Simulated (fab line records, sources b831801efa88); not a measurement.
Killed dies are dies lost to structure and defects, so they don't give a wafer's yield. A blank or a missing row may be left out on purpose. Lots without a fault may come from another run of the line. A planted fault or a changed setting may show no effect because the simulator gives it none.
A struck lot beside a sound one | flow sky130 | 44 steps out of a route of 708
Sound: wafers L173.1, L173.2, L173.3. Struck: wafers L180.2, L180.6. (L180.5 of the same lot was not struck and is left out.) The cause comes at the end.
At each step with rows: each side's tool, then ch and its chambers, then its first start. Under that, the readings that differ: sound wafers | struck wafers | difference of the means | sigmas: that difference in standard deviations of wafers without a fault.
alike: readings whose means differ by less than 2 such deviations, and words and numbers that are the same on both sides. not compared: withheld readings, readings that some wafer has no value for, bounds like >300 that may hide the same value, and numbers for which the record gives no deviation and whose values overlap.
The two part at a step that has a row with sigmas, a row that says differs or no value, or rows on one side only. Numbers that don't overlap but have no deviation are shown without sigmas and don't part them. A reading that every wafer of one side lacks parts them only if that side has two wafers or more.

first, 4 steps without rows for these wafers: SKY_VIA3_CLEAN_18 (cleans in IPA, time 180 s); SKY_VIA3_CLEAN_19 (cleans in O3/DIW); SKY_VIA3_SPUTTER_20 (material TiN, target thk 20 nm, time 80 s); SKY_VIA3_CVD_21 (deposits W, target thk 390 nm, time 117.31 s).
SKY_VIA3_RS_MEAS_22: measures by four-point-probe.
  sound on film_metro-01, day 41 22:51; struck on film_metro-01, day 43 23:02
  alike: VIA3_W_RS
SKY_VIA3_THK_MEAS_23: measures by xrf.
  sound on film_metro-01, day 41 22:58; struck on film_metro-01, day 43 23:09
  reading         | sound       | struck  | difference | sigmas
  VIA3_W_THK (nm) | 400 407 401 | 379 387 | -20        | -3
SKY_VIA3_CMP_24: polishes, stops on SiO2, t overpolish 20 s, target thk 0 nm.
  sound on cmp-02 ch 0,1,3, day 41 23:05; struck on cmp-02 ch 0,2, day 43 23:21
  alike: motor_current_A, overpolish_run_s, slurry_filter_dp_kPa, time_to_endpoint_s
SKY_METAL4_SPUTTER_00: material Ti, target thk 15 nm, time 10 s.
  sound on pvd_sputter-01, day 41 23:20; struck on pvd_sputter-02, day 43 23:30
  alike: cathode_dc_power_W, throttle_valve_pct
then, 2 steps without rows for these wafers: SKY_METAL4_SPUTTER_01 (material TiN, target thk 20 nm, time 16.7 s); SKY_METAL4_SPUTTER_02 (material AlCu, target thk 735 nm, time 39.1 s).
SKY_METAL4_SPUTTER_03: material Ti, target thk 5 nm, time 3.3 s.
  sound on pvd_sputter-01, day 41 23:25; struck on pvd_sputter-02, day 43 23:35
  alike: cathode_dc_power_W, throttle_valve_pct
SKY_METAL4_SPUTTER_04: material TiN, target thk 70 nm, time 58.3 s.
  sound on pvd_sputter-01, day 41 23:26; struck on pvd_sputter-02, day 43 23:37
  alike: cathode_dc_power_W, throttle_valve_pct
SKY_CAP2M_CVD_00: deposits SiO2, target thk 15.5 nm.
  sound on pecvd-02 ch 0,1,2, day 41 23:29; struck on pecvd-02 ch 0, day 43 23:40
  reading                                | sound             | struck      | difference | sigmas
  model.SiO2_of_CAP2M_CVD_00.thk_nm (nm) | 15.53 15.68 15.64 | 22.09 22.39 | +6.62      |
  alike: heater_power_outer_w, heater_power_w
SKY_CAP2M_THK_MEAS_01:
  sound on film_metro-03, day 41 23:31; struck on film_metro-03, day 43 23:41
  reading               | sound             | struck      | difference | sigmas
  CAP2M_CVD_00_THK (nm) | 15.52 15.66 15.63 | 22.06 22.37 | +6.61      | +31
then, 1 step without rows for these wafers: SKY_CAP2M_SPUTTER_02 (material TiN, target thk 200 nm, time 166.7 s).
SKY_CAP2M_RS_MEAS_03: measures by four-point-probe.
  sound on film_metro-02, day 41 23:41; struck on film_metro-03, day 43 23:52
  alike: CAP2M_TIN_RS
SKY_CAP2M_THK_MEAS_04: measures by xrf.
  sound on film_metro-02, day 41 23:48; struck on film_metro-03, day 43 23:59
  alike: CAP2M_TIN_THK
then, 7 steps without rows for these wafers: SKY_CAP2M_DEHYDRATE_05 (time 60 s); SKY_CAP2M_HMDS_06 (prime time 60 s); SKY_CAP2M_COAT_07 (resist thk 1140 nm); SKY_CAP2M_SOFTBAKE_08 (time 60 s); SKY_CAP2M_EXPOSE_09 (exposes mask CAP2M, target cd 1000 nm); SKY_CAP2M_PEB_10; SKY_CAP2M_DEVELOP_11 (develop time 60 s).
SKY_CAP2M_OVL_MEAS_12:
  sound on overlay-02, day 42 22:14; struck on overlay-02, day 44 23:02
  alike: CAP2M_OVL
then, 13 steps without rows for these wafers: SKY_CAP2M_METAL_ETCH_13 (etches TiN in Cl2/BCl3, stops on SiO2, target depth 220 nm, time 62.9 s); SKY_CAP2M_STRIP_14 (strips in O2/N2); SKY_CAP2M_STRIP_15 (strips in post etch residue remover, time 1200 s); SKY_CAP2M_CLEAN_16 (cleans in IPA, time 180 s); SKY_CAP2M_CLEAN_17 (cleans in O3/DIW); SKY_METAL4_DEHYDRATE_05 (time 60 s); SKY_METAL4_HMDS_06 (prime time 60 s); SKY_METAL4_COAT_07 (resist thk 60 nm); SKY_METAL4_COAT_08 (resist thk 1140 nm); SKY_METAL4_SOFTBAKE_09 (time 90 s); SKY_METAL4_EXPOSE_10 (exposes mask MM4, target cd 300 nm); SKY_METAL4_PEB_11; SKY_METAL4_DEVELOP_12 (develop time 60 s).
SKY_METAL4_CD_MEAS_13: target cd 300 nm.
  sound on cd_sem-01, day 43 21:49; struck on cd_sem-02, day 45 21:03
  alike: cd_nm
SKY_METAL4_OVL_MEAS_14:
  sound on overlay-01, day 43 21:56; struck on overlay-01, day 45 21:10
  reading         | sound    | struck | difference | sigmas
  METAL4_OVL (nm) | -5 -1 -2 | 8 14   | +14        | +2
then, 1 step without rows for these wafers: SKY_METAL4_DESCUM_15 (chemistry O2, time 8 s).
SKY_METAL4_ETCH_16: etches BARC in N2/H2, stops on SiO2, time 88.2 s, target depth 60 nm.
  sound on rie_metal-02 ch 0,1, day 43 22:01; struck on rie_metal-03 ch 0, day 45 21:13
  alike: drypump_motor_current_A, oes_product_au, throttle_valve_pct
  not compared: rf_hours_counter_h
SKY_METAL4_ETCH_17: etches SiO2 in C4F8/O2/Ar, stops on TiN, time 3.9 s, target depth 15 nm.
  sound on rie_diel-01 ch 0,2,3, day 43 22:09; struck on rie_diel-03 ch 0,1, day 45 21:19
  reading                  | sound             | struck      | difference | sigmas
  oes_product_au (a.u.)    | 0.756 0.757 0.754 | 0.913 0.921 | +0.161     | +22
  model.etch.depth_nm (nm) | 15.53 15.68 15.64 | 22.09 22.39 | +6.62      |
  not compared: rf_hours_counter_h
-- the record jumps here: 4 days lie between the struck wafers' starts before and after (it left off in module METAL4 and takes up again in module PAD_OPEN, whose first step shown is number 708 of the route) --
SKY_PAD_OPEN_PROBE_99:
  sound on prober-02, day 47 17:45; struck on prober-01, day 49 09:43
  reading                               | sound                | struck              | difference | sigmas
  model.etest.tester.sort_n_pass        | 407 409 414          | 11 2                | -404       |
  model.etest.tester.sort_yield_pct (%) | 82.72 83.13 84.15    | 2.236 0.4065        | -82.012    |
  model.etest.tester.sort_bin_5_pct (%) | 8.74 10.16 9.35      | 89.84 91.67         | +81.34     |
  model.etest.cap_mim2.bv_v (V)         | 13.94 14.23 14.02    | 19.57 20.27         | +5.86      |
  model.etest.cap_mim2.leak_log10_a_cm2 | -8.907 -9.104 -8.904 | -10.23 -10.24       | -1.26      |
  model.etest.cap_mim2.c_ff_um2         | 2.344 2.322 2.353    | 1.648 1.628         | -0.702     |
  model.etest.tester.sort_bin_8_pct (%) | 0 0 0                | 1.669e-08 4.533e-07 | +2.350e-07 |
  alike: defect_limited_yield, killed_at_M0_to_M3, killed_at_M4_up, killed_at_contacts, killed_at_front_end, killed_at_other, killed_dies, killed_open, killed_short
  not compared: model.etest.tester.sort_bin_4_pct

WHERE THEY PART
First at SKY_VIA3_THK_MEAS_23; last, within this record, at SKY_METAL4_ETCH_17. Later steps at which nothing parts them and some readings are alike: SKY_PAD_OPEN_PROBE_99.

WHY: what the simulator had put in
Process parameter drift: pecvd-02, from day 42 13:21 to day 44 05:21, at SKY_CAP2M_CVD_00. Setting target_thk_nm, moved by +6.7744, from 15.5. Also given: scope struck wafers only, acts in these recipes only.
